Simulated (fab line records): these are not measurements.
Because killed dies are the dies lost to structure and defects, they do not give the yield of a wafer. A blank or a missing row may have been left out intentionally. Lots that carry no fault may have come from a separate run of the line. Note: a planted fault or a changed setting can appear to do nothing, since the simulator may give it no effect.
Comparing a struck lot with a sound one | flow sky130 | 43 out of 708 route steps
Sound: these wafers, L186.1, L186.3, L186.5. Struck: wafer L205.4. (L205.1, L205.5 of the same lot were not struck and are left out.) The cause comes at the end.
Per side, at each step with rows, come the tool, then ch with its chambers, and then its first start. Under that, the readings that differ: sound wafers | struck wafers | difference of the means | sigmas: that difference in standard deviations of wafers without a fault.
alike: words and numbers the same on both sides, and readings whose means are apart by under 2 such deviations; not compared: readings that were withheld, readings missing a value for some wafer, numbers with overlapping values and no deviation given by the record, and bounds like >300 which may hide the same value.
Wherever a step has rows on one side only, a row that says differs or no value, or a row with sigmas, the two part there. Numbers that have no deviation but don't overlap get no sigmas and don't part them. A reading that every wafer of one side lacks parts them only if that side has two wafers or more.

first, 3 steps without rows for these wafers: SKY_METAL2_EXPOSE_12 (exposes mask MM2, target cd 140 nm); SKY_METAL2_PEB_13; SKY_METAL2_DEVELOP_14 (develop time 60 s).
SKY_METAL2_CD_MEAS_15 targets a cd of 140 nm.
  sound: cd_sem-01 at day 35 18:34; struck: cd_sem-02 at day 41 05:57
  alike: cd_nm
SKY_METAL2_OVL_MEAS_16:
  sound: overlay-02 at day 35 18:41; struck: overlay-01 at day 41 06:04
  alike: METAL2_OVL
then, 3 steps without rows for these wafers: SKY_METAL2_DESCUM_17 (chemistry O2, time 8 s); SKY_METAL2_ETCH_18 (etches BARC in N2/H2, stops on SiO2, time 45.9 s, target depth 60 nm); SKY_METAL2_METAL_ETCH_19 (etches the open film in Cl2/BCl3, stops on SiO2, target depth 360 nm, time 78 s).
SKY_METAL2_STRIP_20: strips in O2/N2.
  sound on plasma_asher-01 ch 0,1, day 35 18:55; struck on plasma_asher-03 ch 0, day 41 06:17
  alike: drypump_motor_current_A, o2_flow_sccm, oes_product_au, strip_time_to_endpoint_s
  not compared: rf_hours_counter_h
then, 3 steps without rows for these wafers: SKY_METAL2_STRIP_21 (strips in post etch residue remover, time 1200 s); SKY_METAL2_CLEAN_22 (cleans in IPA, time 180 s); SKY_METAL2_CLEAN_23 (cleans in O3/DIW).
SKY_VIA2_HDPCVD_00: deposits SiO2, target thk 1180 nm, time 196.7 s.
  sound on hdpcvd-02 ch 0,1,2, day 35 19:31; struck on hdpcvd-01 ch 0, day 41 06:55
  alike: sih4_flow_sccm
SKY_VIA2_THK_MEAS_01:
  sound: film_metro-03 at day 35 19:38; struck: film_metro-03 at day 41 07:02
  alike: VIA2_HDPCVD_THK
SKY_VIA2_CMP_02: polishes SiO2.
  sound on cmp-01 ch 1,3, day 35 19:44; struck on cmp-01 ch 0, day 41 07:27
  alike: motor_current_A, platen_rpm
SKY_VIA2_BOW_MEAS_03:
  sound: film_metro-02 at day 35 19:59; struck: film_metro-02 at day 41 07:45
  alike: VIA2_BOW
then, 8 steps without rows for these wafers: SKY_VIA2_DEHYDRATE_04 (time 60 s); SKY_VIA2_HMDS_05 (prime time 60 s); SKY_VIA2_COAT_06 (resist thk 60 nm); SKY_VIA2_COAT_07 (resist thk 450 nm); SKY_VIA2_SOFTBAKE_08 (time 90 s); SKY_VIA2_EXPOSE_09 (exposes mask VIM2, target cd 200 nm); SKY_VIA2_PEB_10; SKY_VIA2_DEVELOP_11 (develop time 60 s).
SKY_VIA2_CD_MEAS_12 targets a cd of 200 nm.
  sound: cd_sem-01 at day 36 20:41; struck: cd_sem-01 at day 42 07:54
  alike: cd_nm
SKY_VIA2_OVL_MEAS_13:
  sound: overlay-02 at day 36 20:49; struck: overlay-02 at day 42 08:01
  alike: VIA2_OVL
then, 1 step without rows for these wafers: SKY_VIA2_ETCH_14 (etches BARC in N2/H2, stops on SiO2, time 45.9 s, target depth 60 nm).
SKY_VIA2_ETCH_15: etches SiO2 in C4F8/O2/Ar, stops on TiN, target depth 546 nm, time 84 s.
  sound on rie_diel-03 ch 0,1,2, day 36 20:53; struck on rie_diel-02 ch 3, day 42 08:05
  alike: oes_product_au
  not compared: rf_hours_counter_h
SKY_VIA2_STRIP_16: strips in O2/N2.
  sound on plasma_asher-04 ch 0,1, day 36 20:58; struck on plasma_asher-01 ch 1, day 42 08:10
  reading                     | sound       | struck | difference | sigmas
  drypump_motor_current_A (A) | 5.3 6.0 5.3 | 6.7    | +1.2       | +3
  alike: o2_flow_sccm, oes_product_au, strip_time_to_endpoint_s
  not compared: rf_hours_counter_h
then, 5 steps without rows for these wafers: SKY_VIA2_STRIP_17 (strips in post etch residue remover, time 1200 s); SKY_VIA2_CLEAN_18 (cleans in IPA, time 180 s); SKY_VIA2_CLEAN_19 (cleans in O3/DIW); SKY_VIA2_SPUTTER_20 (material TiN, target thk 20 nm, time 80 s); SKY_VIA2_CVD_21 (deposits W, target thk 420 nm, time 126.4 s).
SKY_VIA2_RS_MEAS_22: uses a four-point probe to measure.
  sound: film_metro-02 at day 36 21:44; struck: film_metro-03 at day 42 08:59
  alike: VIA2_W_RS
SKY_VIA2_THK_MEAS_23: measures by xrf.
  sound: film_metro-02 at day 36 21:52; struck: film_metro-03 at day 42 09:06
  reading         | sound       | struck | difference | sigmas
  VIA2_W_THK (nm) | 427 427 419 | 412    | -12        | -2
then, 5 steps without rows for these wafers: SKY_VIA2_CMP_24 (polishes, stops on SiO2, t overpolish 20 s, target thk 0 nm); SKY_METAL3_SPUTTER_00 (material Ti, target thk 15 nm, time 10 s); SKY_METAL3_SPUTTER_01 (material TiN, target thk 20 nm, time 16.7 s); SKY_METAL3_SPUTTER_02 (material AlCu, target thk 735 nm, time 39.1 s); SKY_METAL3_SPUTTER_03 (material Ti, target thk 5 nm, time 3.3 s).
SKY_METAL3_SPUTTER_04: material TiN, target thk 70 nm, time 58.3 s.
  sound: pvd_sputter-04 at day 36 22:20; struck: pvd_sputter-02 at day 42 09:34
  reading                | sound          | struck | difference | sigmas
  throttle_valve_pct (%) | 30.9 30.7 30.8 | 29.0   | -1.8       | -2
-- the record jumps here: 8 days lie between the struck wafers' starts before and after (it left off in module METAL3 and takes up again in module PAD_OPEN, whose first step shown is number 708 of the route) --
SKY_PAD_OPEN_PROBE_99:
  sound: prober-01 at day 46 06:19; struck: prober-01 at day 50 10:59
  reading                               | sound             | struck | difference | sigmas
  defect_limited_yield (%)              | 81.9 86.4 83.1    | 75.0   | -8.8       | -5
  killed_at_M0_to_M3                    | 48 36 36          | 86     | +46        | +7
  killed_dies                           | 89 67 83          | 123    | +43        | +5
  sort_bin_3_pad_short (%)              | 0.8 0.8 1.2       | 3.7    | +2.8       | +7
  sort_bin_5_function (%)               | 9.8 8.1 9.1       | 13.6   | +4.6       | +3
  sort_n_pass                           | 403 425 409       | 369    | -43        | -5
  sort_yield_pct (%)                    | 81.9 86.4 83.1    | 75.0   | -8.8       | -5
  model.etest.tester.sort_n_pass        | 403 425 409       | 369    | -43        |
  model.etest.tester.sort_yield_pct (%) | 81.91 86.38 83.13 | 75     | -9         |
  model.etest.tester.sort_bin_5_pct (%) | 9.756 8.13 9.146  | 13.62  | +4.61      |
  model.etest.tester.sort_bin_3_pct (%) | 0.813 0.813 1.22  | 3.659  | +2.710     |
  alike: killed_at_M4_up, killed_at_contacts, killed_at_front_end, killed_at_other, killed_open, killed_short, sort_bin_6_memory

## WHERE THEY PART
First at SKY_VIA2_STRIP_16; last, within this record, at SKY_PAD_OPEN_PROBE_99.

WHY: what had been put in by the simulator
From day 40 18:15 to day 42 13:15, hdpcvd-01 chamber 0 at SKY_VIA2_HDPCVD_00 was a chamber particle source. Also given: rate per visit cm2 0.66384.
